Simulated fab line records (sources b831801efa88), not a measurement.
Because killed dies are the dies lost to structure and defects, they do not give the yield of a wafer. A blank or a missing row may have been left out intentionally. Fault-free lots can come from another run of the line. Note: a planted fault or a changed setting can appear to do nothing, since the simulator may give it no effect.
A struck lot beside a sound one ; flow gf180mcu ; 44 steps out of a route of 602
Sound: these wafers, L883.1, L883.3, L883.5. Struck: wafer L890.6 (left out: L890.2, L890.4 of the same lot, which were not struck); the cause appears at the end.
For every step that has rows: the tool of each side, followed by ch and its chambers, followed by its first start. Under that, the readings that differ: sound wafers ; struck wafers ; difference of the means ; sigmas: that difference in standard deviations of wafers without a fault.
alike: readings whose means differ by less than 2 such deviations, and words and numbers that are the same on both sides. not compared: withheld readings, readings that some wafer has no value for, bounds like >300 that may hide the same value, and numbers for which the record gives no deviation and whose values overlap.
Wherever a step has rows on one side only, a row that says differs or no value, or a row with sigmas, the two part there. Numbers that have no deviation but don't overlap get no sigmas and don't part them. A reading that every wafer of one side lacks parts them only if that side has two wafers or more.

first, 2 steps without rows for these wafers: GF_V2_STRIP_19 (strips in post etch residue remover, time 1200 s); GF_V2_CLEAN_20 (cleans in DIW).
GF_V2_SPUTTER_21: material Ti, target thk 15 nm, time 80.02 s.
  sound on pvd sputter-03 at day 24 06:26; struck on pvd sputter-03 at day 26 12:53
  alike: throttle valve pct
GF_V2_SPUTTER_22: material TiN, target thk 10 nm, time 40 s.
  sound on pvd sputter-03 at day 24 06:30; struck on pvd sputter-03 at day 26 12:56
  alike: throttle valve pct
GF_V2_CVD_23: deposits W, target thk 350 nm, time 104.94 s.
  sound on cvd w-02 ch 1, day 24 06:32; struck on cvd w-02 ch 0, day 26 12:59
  alike: heater power w
GF_V2_RS_MEAS_24: uses a four-point probe to measure.
  sound on film metro-03 at day 24 06:39; struck on film metro-02 at day 26 13:07
  alike: V2_W_RS
GF_V2_THK_MEAS_25: measures by xrf.
  sound on film metro-03 at day 24 06:46; struck on film metro-02 at day 26 13:13
  alike: V2_W_THK
then, 5 steps without rows for these wafers: GF_V2_CMP_26 (polishes, stops on SiO2, t overpolish 15 s, target thk 0 nm); GF_M3_SPUTTER_00 (material Ti, target thk 37.5 nm, time 150 s); GF_M3_SPUTTER_01 (material TiN, target thk 30 nm, time 25 s); GF_M3_SPUTTER_02 (material AlCu, target thk 450 nm, time 23.9 s); GF_M3_SPUTTER_03 (material Ti, target thk 10 nm, time 6.7 s).
GF_M3_SPUTTER_04: material TiN, target thk 50 nm, time 41.7 s.
  sound on pvd sputter-01 at day 24 07:19; struck on pvd sputter-01 at day 26 13:45
reading;sound;struck;difference;sigmas
model.TiN_of_M3_SPUTTER_04.thk nm (nm);50.39 49.82 49.3;36.62;-13.22;
  alike: throttle valve pct
GF_M3_RS_MEAS_05: uses a four-point probe to measure.
  sound on film metro-02 at day 24 07:21; struck on film metro-04 at day 26 13:49
  alike: M3_ALCU_RS
GF_M3_THK_MEAS_06: measures by xrf.
  sound on film metro-02 at day 24 07:28; struck on film metro-04 at day 26 13:55
reading;sound;struck;difference;sigmas
M3_ALCU_THK (nm);449 457 455;470;+16;+3
then, 7 steps without rows for these wafers: GF_M3_DEHYDRATE_07 (time 60 s); GF_M3_HMDS_08 (prime time 60 s); GF_M3_COAT_09 (resist thk 1015 nm); GF_M3_SOFTBAKE_10 (time 60 s); GF_M3_EXPOSE_11 (exposes mask Metal3, target cd 280 nm); GF_M3_PEB_12 (peb time 90 s); GF_M3_DEVELOP_13 (develop time 60 s).
GF_M3_CD_MEAS_14 targets a cd of 280 nm.
  sound on cd sem-01 at day 25 04:29; struck on cd sem-01 at day 27 09:19
reading;sound;struck;difference;sigmas
cd nm (nm);280.2 280.4 281.2;276.0;-4.6;-4
GF_M3_OVL_MEAS_15:
  sound on overlay-01 at day 25 04:36; struck on overlay-01 at day 27 09:25
  alike: M3_OVL
GF_M3_METAL_ETCH_16: etches the open film in Cl2/BCl3, stops on SiO2, target depth 627.5 nm, time 104.6 s.
  sound on rie metal-03 ch 0, day 25 04:38; struck on rie metal-01 ch 0, day 27 09:27
reading;sound;struck;difference;sigmas
bias w (W);139.8 140.0 139.8;140.8;+0.9;+3
drypump motor current A (A);5.6 5.6 5.6;6.6;+1.0;+2
throttle valve pct (%);28.238 28.233 28.264;28.267;+0.022;+2
  alike: bcl3 flow sccm, oes product au
  not compared: rf hours counter h
then, 4 steps without rows for these wafers: GF_M3_STRIP_17 (strips in O2/N2); GF_M3_STRIP_18 (strips in post etch residue remover, time 1200 s); GF_M3_CLEAN_19 (cleans in DIW); GF_V3_CVD_00 (deposits SiO2, target thk 600 nm, time 100 s).
GF_V3_THK_MEAS_01:
  sound on film metro-04 at day 25 05:22; struck on film metro-04 at day 27 10:13
  alike: V3_CVD_00_THK
GF_V3_CVD_02: deposits SiO2 from TEOS, target thk 850 nm, time 94.851 s.
  sound on pecvd-03 ch 1,2, day 25 05:25; struck on pecvd-02 ch 2, day 27 10:16
  alike: heater power w
GF_V3_THK_MEAS_03:
  sound on film metro-01 at day 25 05:29; struck on film metro-03 at day 27 10:20
reading;sound;struck;difference;sigmas
V3_CVD_02_THK (nm);828 824 850;860;+26;+2
then, 1 step without rows for these wafers: GF_V3_CMP_04 (polishes SiO2).
GF_V3_BOW_MEAS_05:
  sound on film metro-01 at day 25 05:50; struck on film metro-01 at day 27 10:43
reading;sound;struck;difference;sigmas
V3_BOW (um);125 116 135;106;-19;-2
then, 8 steps without rows for these wafers: GF_V3_DEHYDRATE_06 (time 60 s); GF_V3_HMDS_07 (prime time 60 s); GF_V3_COAT_08; GF_V3_COAT_09 (resist thk 1000 nm); GF_V3_SOFTBAKE_10 (time 60 s); GF_V3_EXPOSE_11 (exposes mask Via3, target cd 260 nm); GF_V3_PEB_12 (peb time 93.62 s); GF_V3_DEVELOP_13 (develop time 60 s).
GF_V3_STRIP_19: strips in post etch residue remover, time 1200 s.
  sound on wet bench-02 ch 3, day 26 03:23; struck on wet bench-02 ch 2, day 28 07:32
reading;sound;struck;difference;sigmas
model.TiN_of_M3_SPUTTER_04.thk nm (nm);49.56 48.99 48.47;35.78;-13.23;
after that, 1 step had no rows for these wafers: GF_PASSIVATION_PROBE_99.

== WHERE THEY PART ==
First at GF_M3_THK_MEAS_06; last, within this record, at GF_V3_BOW_MEAS_05.

WHY: what had been put in by the simulator
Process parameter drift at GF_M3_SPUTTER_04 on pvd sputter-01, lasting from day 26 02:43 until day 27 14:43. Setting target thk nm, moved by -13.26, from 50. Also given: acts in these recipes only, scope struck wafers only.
